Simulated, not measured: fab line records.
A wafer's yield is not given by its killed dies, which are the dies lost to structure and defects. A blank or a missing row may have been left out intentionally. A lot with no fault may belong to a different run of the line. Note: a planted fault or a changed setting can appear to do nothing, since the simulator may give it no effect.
Problem report, 8D (eight disciplines) form, completed by code | flow gf180mcu | the parts of the form that need people (team, actions taken, sign-off) are left out

1. PROBLEM STATEMENT
PASSIVATION_CVD_00_THK at GF_PASSIVATION_THK_MEAS_01 reads a mean of 724 nm on 2 wafers of 2 lots; wafers without a fault read 1000 nm with a standard deviation of 13. Relative to the usual mean, that is a shift of -21 standard deviations.
The first sign was on wafer L390.3 at day 33 18:12, on filmMetro-01. At this step, 34 wafers from 12 lots have a number in the record. Rule for "out", or "out of limits": more than 4 standard deviations from the usual mean. Any other wafer with a number is counted as sound.

2. WHAT THIS IS AND IS NOT
question                    | is                     | is not
which readings at this step | PASSIVATION_CVD_00_THK | -
which lots                  | L390, L393             | L371, L372, L373, L374, L376, L377, L382, L384, L388, L391
which wafers of those lots  | L390.3, L393.3         | L390.6, L393.6
read on which gauges        | filmMetro-01           | filmMetro-03, filmMetro-04
when                        | from day 33 18:12      | up to then (28 sound wafers); but 4 sound wafers of L391, L393 came after

3. THE SUSPECTS, EACH WITH WHAT RULES IT OUT
Counting: a tool at a process step up to the reading stays a suspect if it ran every lot that is out. Sound lots after the first of them don't rule it out here, since some wafers of a struck lot are sound.
- the gauge at GF_PASSIVATION_THK_MEAS_01 is ruled out. All the wafers that are out were read on filmMetro-01, but those of them that GF_PASSIVATION_ETCH_11 has rows for are out there too, on other tools.
- pecvd-03 at GF_PASSIVATION_CVD_00 (deposits SiO2 from TEOS, target thk 1000 nm, time 111.95 s): kept. It ran every lot that is out, first L390 (day 33 18:06); its last sound lot up to then is L384 (day 32 11:49).
After counting, what remains is pecvd-03 at GF_PASSIVATION_CVD_00.

4. THE CAUSE (what the simulator had put in)
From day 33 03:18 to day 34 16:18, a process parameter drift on pecvd-03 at GF_PASSIVATION_CVD_00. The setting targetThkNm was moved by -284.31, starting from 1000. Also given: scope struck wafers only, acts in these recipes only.
The count eliminated every tool but this one.

5. SEQUENCE OF EFFECTS, ordered by route
Rows list readings where the struck wafers' mean (over those with a number) sits beyond 3 standard deviations from the usual. Only readings whose record carries a usual standard deviation are examined. hours: median over the lots of the time between each lot's start at the first step of this table that gives one and its start at this step. sigmas: the change, counted in usual standard deviations.
hours | step                       | reading                | usual      | on struck wafers | change | sigmas
0     | GF_PASSIVATION_THK_MEAS_01 | PASSIVATION_CVD_00_THK | 1000 nm    | 724              | -276   | -21
15    | GF_PASSIVATION_ETCH_11     | oesProductAu           | 0.961 a.u. | 0.863            | -0.098 | -12
Process steps it contains:
- GF_PASSIVATION_ETCH_11: etches the open film in CF4/O2, stops on TiN, target depth 1800 nm, time 400 s.

6. WHAT WOULD HAVE CAUGHT IT SOONER
In this record the first reading out of limits at a measuring or inspecting step was taken at day 33 18:12, 15 hours after the fault began at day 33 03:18.
Of the tool readings at GF_PASSIVATION_CVD_00 for which the record gives a usual standard deviation, none was out on any struck wafer, so an alarm limit of 4 standard deviations on them would not have fired.
Lots out: 2; of these, L393 started GF_PASSIVATION_CVD_00 on pecvd-03 after day 33 18:12. Holding the tool at that time would have saved it.
